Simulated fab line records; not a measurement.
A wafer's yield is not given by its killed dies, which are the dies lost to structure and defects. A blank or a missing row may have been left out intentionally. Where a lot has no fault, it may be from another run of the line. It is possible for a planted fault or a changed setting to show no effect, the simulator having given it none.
Which tool is to blame? + flow gf180mcu + 39 wafers from 13 lots sampled at 2 of the route's 602 steps

== WHAT THE GAUGES READ, wafer by wafer ==
GF_M1_CD_MEAS_14: target cd 230 nm. Usual: cd_nm at 229.8 nm, with a standard deviation of 1.3.
| lot  | measured     | on        | cd_nm (nm)        | flag |
|------|--------------|-----------|-------------------|------|
| L851 | day 18 01:14 | cd_sem-01 | 227.3 228.1 228.3 |      |
| L853 | day 18 17:54 | cd_sem-01 | 230.5 228.9 228.7 |      |
| L857 | day 20 09:09 | cd_sem-01 | 226.5 226.7 227.3 |      |
| L861 | day 22 08:41 | cd_sem-02 | 230.3 229.8 230.2 |      |
| L862 | day 22 11:04 | cd_sem-01 | 229.0 229.2 228.9 |      |
| L863 | day 22 17:29 | cd_sem-02 | 230.2 229.7 230.9 |      |
| L864 | day 23 01:02 | cd_sem-02 | 230.3 231.5 230.9 |      |
| L865 | day 23 12:14 | cd_sem-01 | 228.7 230.1 230.8 |      |
| L866 | day 23 20:08 | cd_sem-02 | 227.5 228.0 227.8 |      |
| L867 | day 24 02:50 | cd_sem-01 | 230.4 230.4 230.0 |      |
| L869 | day 24 17:24 | cd_sem-01 | 228.7 228.5 228.0 |      |
| L870 | day 25 01:45 | cd_sem-01 | 229.6 229.2 230.3 |      |
| L871 | day 25 07:54 | cd_sem-01 | 231.7 232.4 230.9 |      |

== WHICH TOOL RAN EACH LOT (tool, then ch and the chambers of the sampled wafers, then the start) ==
| lot  | GF_HV_LDD_ETCHBACK_58              |
|------|------------------------------------|
| L851 | rie_diel-04 ch 1,2, day 13 09:07   |
| L853 | rie_diel-04 ch 1,3, day 13 23:07   |
| L857 | rie_diel-04 ch 0,2,3, day 15 11:31 |
| L861 | rie_diel-03 ch 0,3, day 17 05:15   |
| L862 | rie_diel-03 ch 0,1,2, day 17 09:31 |
| L863 | rie_diel-03 ch 0,1,3, day 17 15:22 |
| L864 | rie_diel-03 ch 0,1, day 17 21:10   |
| L865 | rie_diel-03 ch 1,2, day 18 09:38   |
| L866 | rie_diel-03 ch 1,2,3, day 18 17:28 |
| L867 | rie_diel-01 ch 1,2, day 18 22:59   |
| L869 | rie_diel-04 ch 0,1, day 19 17:43   |
| L870 | rie_diel-04 ch 0,2,3, day 20 01:04 |
| L871 | rie_diel-04 ch 2,3, day 20 08:39   |
- GF_HV_LDD_ETCHBACK_58: etches Si3N4 in CH3F/O2, stops on SiO2, time 100 s, target depth 90 nm.

== AS READ BY THE TOOLS THEMSELVES (means over the sampled wafers that have a number; for cases with no such wafer, the mark the record gives instead) ==
GF_HV_LDD_ETCHBACK_58. Usual: drypump_motor_current_A 5.7 A, standard deviation 0.52; oes_product_au 0.844 a.u., standard deviation 0.0068; run_length_s 128.2 s, standard deviation 0.4; throttle_valve_pct 10.562 %, standard deviation 0.0084.
| lot  | tool        | drypump_motor_current_A (A) | oes_product_au (a.u.) | run_length_s (s) | throttle_valve_pct (%) | flag |
|------|-------------|-----------------------------|-----------------------|------------------|------------------------|------|
| L851 | rie_diel-04 | 6.2                         | 0.854                 | 128.5            | 10.554                 |      |
| L853 | rie_diel-04 | 5.5                         | 0.793                 | 143.7            | 10.558                 | OFF  |
| L857 | rie_diel-04 | 5.5                         | 0.812                 | 135.9            | 10.559                 | OFF  |
| L861 | rie_diel-03 | 6.2                         | 0.846                 | 127.8            | 10.565                 |      |
| L862 | rie_diel-03 | 5.5                         | 0.850                 | 128.2            | 10.563                 |      |
| L863 | rie_diel-03 | 6.0                         | 0.844                 | 128.5            | 10.557                 |      |
| L864 | rie_diel-03 | 5.8                         | 0.841                 | 128.4            | 10.568                 |      |
| L865 | rie_diel-03 | 5.7                         | 0.849                 | 128.3            | 10.561                 |      |
| L866 | rie_diel-03 | 5.8                         | 0.850                 | 127.9            | 10.556                 |      |
| L867 | rie_diel-01 | 5.6                         | 0.839                 | 128.3            | 10.564                 |      |
| L869 | rie_diel-04 | 5.8                         | 0.836                 | 128.3            | 10.557                 |      |
| L870 | rie_diel-04 | 5.5                         | 0.849                 | 128.1            | 10.560                 |      |
| L871 | rie_diel-04 | 5.5                         | 0.838                 | 128.1            | 10.556                 |      |

== THE ANSWER, worked out from the rows above alone ==
Rule: lot off if the mean of its wafers having a number is beyond 3 standard deviations from the usual mean. Also off: a lot with no number at a reading for which 4 or more lots have one. The other lots that the step has rows for count as sound. Order of review: gauges by route order, followed by the tools' own readings, for which a lot's mean as printed above is used. The first step at which some lot is off is used, and at that step the reading that is off furthest; a lot without a number counts as furthest.
Off: L853, L857 (GF_HV_LDD_ETCHBACK_58, run_length_s).
A tool fits if, at that step or a process step before it, it ran every lot that is off, and no sound lot after the first of them. No candidate that was tried fits.

== WHAT THE SIMULATOR HAD INSERTED ==
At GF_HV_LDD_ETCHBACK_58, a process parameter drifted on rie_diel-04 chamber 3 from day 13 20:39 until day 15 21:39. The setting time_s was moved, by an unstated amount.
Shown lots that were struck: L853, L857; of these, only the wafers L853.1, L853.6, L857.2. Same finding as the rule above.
